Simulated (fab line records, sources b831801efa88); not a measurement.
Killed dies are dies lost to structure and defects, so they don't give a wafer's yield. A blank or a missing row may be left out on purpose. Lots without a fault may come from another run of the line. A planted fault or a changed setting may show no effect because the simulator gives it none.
A struck lot beside a sound one | flow gf180mcu | 14 steps out of a route of 602
Sound: wafers L590.2, L590.3, L590.4. Struck: wafers L589.1, L589.3, L589.5. The cause comes at the end.
At each step with rows: each side's tool, then ch and its chambers, then its first start. Under that, the readings that differ: sound wafers | struck wafers | difference of the means | sigmas: that difference in standard deviations of wafers without a fault.
alike: readings whose means differ by less than 2 such deviations, and words and numbers that are the same on both sides. not compared: withheld readings, readings that some wafer has no value for, bounds like >300 that may hide the same value, and numbers for which the record gives no deviation and whose values overlap.
The two part at a step that has a row with sigmas, a row that says differs or no value, or rows on one side only. Numbers that don't overlap but have no deviation are shown without sigmas and don't part them. A reading that every wafer of one side lacks parts them only if that side has two wafers or more.

first, 1 step without rows for these wafers: GF_LVPWELL_DEVELOP_06 (develop time 60 s).
GF_LVPWELL_OVL_MEAS_07:
  sound on overlay-02, day 7 19:44; struck on overlay-01, day 7 13:52
  reading          | sound          | struck      | difference | sigmas
  LVPWELL_OVL (nm) | -0.4 -1.5 -0.8 | 1.0 3.0 3.8 | +3.5       | +2
then, 2 steps without rows for these wafers: GF_LVPWELL_IMPLANT_08; GF_LVPWELL_IMPLANT_09.
GF_LVPWELL_STRIP_10: strips in O2/N2.
  sound on plasma_asher-01 ch 0,1, day 7 20:04; struck on plasma_asher-01 ch 1, day 7 14:13
  alike: drypump_motor_current_A, heater_power_w, n2_flow_sccm, oes_product_au, strip_time_to_endpoint_s
  not compared: rf_hours_counter_h
GF_LVPWELL_TW_MEAS_11:
  sound on film_metro-01, day 7 20:10; struck on film_metro-04, day 7 14:19
  alike: LVPWELL_TW
then, 6 steps without rows for these wafers: GF_MVSD_DEHYDRATE_00 (time 60 s); GF_MVSD_HMDS_01 (prime time 60 s); GF_MVSD_COAT_02 (resist thk 3000 nm); GF_MVSD_SOFTBAKE_03; GF_MVSD_EXPOSE_04 (exposes mask MVSD, target cd 1000 nm); GF_MVSD_PEB_05.
GF_MVSD_DEVELOP_06: develop time 60 s.
  sound on litho_track-01 ch 0, day 8 12:00; struck on litho_track-01, day 8 05:00
  no value came back on the struck wafers for chill_plate_temp_C (C), develop_time_s (s), exhaust_pa (Pa); on the sound wafers chill_plate_temp_C (C) reads 22.85 22.86 22.94
GF_MVSD_OVL_MEAS_07:
  sound on overlay-01, day 8 12:37; struck on overlay-01, day 8 06:07
  reading       | sound          | struck | difference                    | sigmas
  MVSD_OVL (nm) | -0.3 -0.4 -1.1 | - - -  | no value on the struck wafers |

WHERE THEY PART
First at GF_LVPWELL_OVL_MEAS_07; last, within this record, at GF_MVSD_OVL_MEAS_07.

WHY: what the simulator had put in
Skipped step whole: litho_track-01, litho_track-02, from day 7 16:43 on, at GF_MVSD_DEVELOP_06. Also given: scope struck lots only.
